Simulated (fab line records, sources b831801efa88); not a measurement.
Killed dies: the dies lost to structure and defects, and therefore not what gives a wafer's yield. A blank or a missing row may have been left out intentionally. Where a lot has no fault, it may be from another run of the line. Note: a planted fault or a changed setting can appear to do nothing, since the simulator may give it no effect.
The same fault as seen by 2 desks -- flow gf180mcu -- each desk has only its own numbers; what lay behind them comes last

## AT THE TOOL OWNER'S DESK: rieMetal-01
The tool's own readings at GF_M4_METAL_ETCH_16 (etches the open film in Cl2/BCl3, stops on SiO2, target depth 627.5 nm, time 104.6 s): means of the sampled wafers that have a number, for each lot that ran on this tool. A lot is out of limits, marked OUT, if its mean lies more than 4 standard deviations from the usual mean; the brackets give that distance.
Columns: A = bcl3FlowSccm at GF_M4_METAL_ETCH_16, usual 40.01 sccm; B = biasW at GF_M4_METAL_ETCH_16, usual 139.9 W; C = drypumpMotorCurrentA at GF_M4_METAL_ETCH_16, usual 5.7 A; D = oesProductAu at GF_M4_METAL_ETCH_16, usual 0.973 a.u.; E = throttleValvePct at GF_M4_METAL_ETCH_16, usual 28.248 %
lot,first seen here,A,B,C,D,E
L786,day 23 03:27,40.03,139.5,5.8,0.979,28.251
L791,day 25 09:08,40.00,139.8,5.8,0.971,28.250
L794,day 26 00:49,40.04,139.9,5.8,0.966,28.257
L796,day 26 21:04,39.99,139.8,5.8,0.979,28.249
L797,day 27 04:07,39.98,139.7,5.8,0.978,28.251
L798,day 27 10:18,40.07,139.7,5.8,0.978,28.240
L799,day 27 18:48,40.07,140.0,5.8,0.969,28.250
Result from this desk: across the 7 lots, nothing is out of limits.

## FROM THE METROLOGY DESK
What the gauges read for every lot (on any tool): the sampled wafers with a number, averaged. A lot is out of limits, marked OUT, if its mean lies more than 4 standard deviations from the usual mean; the brackets give that distance.
Columns: A = V3_OVL at GF_V3_OVL_MEAS_15, usual -2 nm
lot,first seen here,A
L786,day 22 03:11,-4
L788,day 22 23:47,9
L789,day 23 08:05,-7
L790,day 23 20:52,1
L791,day 24 09:20,-8
L793,day 25 01:20,-0
L794,day 25 02:23,-11
L796,day 25 22:56,-2
L797,day 26 06:46,8
L798,day 26 11:46,-7
L799,day 26 19:52,-1
L805,day 28 15:56,-11
L806,day 28 17:38,-1
L807,day 29 00:32,3
L809,day 29 23:16,-17
Result from this desk: across the 15 lots, nothing is out of limits.

## PUT TOGETHER
The desk of the tool owner found nothing out of limits.
Nothing out of limits was seen by the metrology desk.

## WHAT WAS PUT IN BY THE SIMULATOR
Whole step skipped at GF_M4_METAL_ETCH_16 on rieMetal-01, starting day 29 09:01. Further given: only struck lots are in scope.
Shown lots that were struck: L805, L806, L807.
